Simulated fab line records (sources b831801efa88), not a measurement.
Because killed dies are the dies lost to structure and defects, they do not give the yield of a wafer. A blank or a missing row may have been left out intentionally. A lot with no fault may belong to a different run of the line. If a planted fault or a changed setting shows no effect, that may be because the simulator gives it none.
Which of the tools did it? :: flow gf180mcu :: at 1 step of a route of 602, 6 lots with 18 wafers sampled

== WHAT EACH GAUGE READ, for each wafer ==
GF_M4_OVL_MEAS_15.
lot: L749
measured: day 25 05:02
on: overlay-02
M4_OVL (nm): -6 -2 -9

lot: L752
measured: day 26 06:08
on: overlay-02
M4_OVL (nm): -4 1 -7

lot: L756
measured: day 27 05:18
on: overlay-02
M4_OVL (nm): 3 -6 -11

lot: L763
measured: day 29 11:18
on: overlay-02
M4_OVL (nm): -8 -9 -14

lot: L767
measured: day 30 11:16
on: overlay-01
M4_OVL (nm): 0 -3 2

lot: L768
measured: day 30 18:20
on: overlay-02
M4_OVL (nm): -6 -12 -5

== WHICH TOOL RAN EACH LOT (tool, then ch and the chambers of the sampled wafers, then the start) ==
The record shows no process step preceding these readings.

== THE ANSWER, worked out from the rows above alone ==
Rule: the usual values come from the lots themselves. Put in order of their means at a reading, lots are off if they are a third of the lots or fewer, leave a main group of 4 or more, and stand apart from it by a gap of 3 or more times the standard deviation of the main group's means; of several such gaps the widest counts. If all means in a main group match to the digits the tables above print for the reading, that group is not used. A lot without any number at a reading at which 4 lots or more have one is off too. The other lots that the step has rows for count as sound.
No lot is off on any of the readings shown, so nothing can be concluded from this.

== WHAT THE SIMULATOR HAD PUT IN ==
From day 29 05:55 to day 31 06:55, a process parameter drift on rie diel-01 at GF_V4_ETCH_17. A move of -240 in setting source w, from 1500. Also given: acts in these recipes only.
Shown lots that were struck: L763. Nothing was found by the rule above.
